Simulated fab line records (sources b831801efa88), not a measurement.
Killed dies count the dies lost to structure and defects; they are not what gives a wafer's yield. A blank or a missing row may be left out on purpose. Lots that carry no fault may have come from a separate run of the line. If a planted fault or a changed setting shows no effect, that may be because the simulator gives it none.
Chamber matching + flow gf180mcu + GF_V1_ETCH_16 on rie diel-02: 4 sister chambers
The step etches BARC in N2/H2. 8 wafers are shown with their chamber, then 10 later ones without.

== EACH WAFER AND ITS CHAMBER ==
| wafer  | chamber | drypump motor current A (A) | throttle valve pct (%) |
|--------|---------|-----------------------------|------------------------|
| L083.2 | 1       | 6.1                         | 13.226                 |
| L084.1 | 2       | 5.3                         | 13.246                 |
| L085.4 | 0       | 6.1                         | 13.236                 |
| L085.5 | 1       | 6.2                         | 13.222                 |
| L088.5 | 0       | 6.1                         | 13.230                 |
| L088.6 | 3       | 5.2                         | 13.230                 |
| L089.1 | 2       | 5.3                         | 13.232                 |
| L089.2 | 3       | 5.2                         | 13.225                 |

== WAFERS MISSING THEIR CHAMBER ==
| wafer  | drypump motor current A (A) | throttle valve pct (%) |
|--------|-----------------------------|------------------------|
| L089.3 | 6.1                         | 13.230                 |
| L090.1 | 6.2                         | 13.230                 |
| L090.3 | 5.2                         | 13.223                 |
| L090.5 | 6.1                         | 13.224                 |
| L097.1 | 6.1                         | 13.222                 |
| L097.2 | 6.1                         | 13.208                 |
| L097.3 | 5.2                         | 13.221                 |
| L097.4 | 5.3                         | 13.231                 |
| L097.5 | 5.2                         | 13.217                 |
| L097.6 | 5.3                         | 13.230                 |

== THE CHAMBER EACH PASSED THROUGH ==
| wafer  | from the rows above     | in truth |
|--------|-------------------------|----------|
| L089.3 | can't be placed: 0 or 1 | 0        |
| L090.1 | can't be placed: 1 or 0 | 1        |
| L090.3 | 3                       | 3        |
| L090.5 | can't be placed: 1 or 0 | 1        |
| L097.1 | can't be placed: 1 or 0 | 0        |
| L097.2 | can't be placed: 1 or 0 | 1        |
| L097.3 | 3                       | 3        |
| L097.4 | can't be placed: 2 or 3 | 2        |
| L097.5 | 3                       | 3        |
| L097.6 | can't be placed: 2 or 3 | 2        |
Correctly placed: 3 of 10. These rows do not allow placing 7 (true chamber among the candidates in 7). Placed wrongly: 0.
How it was worked out, from the rows above alone: a wafer's distance from a chamber is the root of the sum, over the readings, of the square of ((its reading less the chamber's mean) divided by the reading's scatter). If the next closest chamber is less than 2 further off than the closest, the wafer can't be placed; otherwise it belongs to the closest. For every chamber, the mean is computed from those of its wafers that are shown. How the scatter is found: for the shown wafers, subtract from each reading the mean of its chamber, square and add these, divide the total by (wafers less chambers), then take the root.
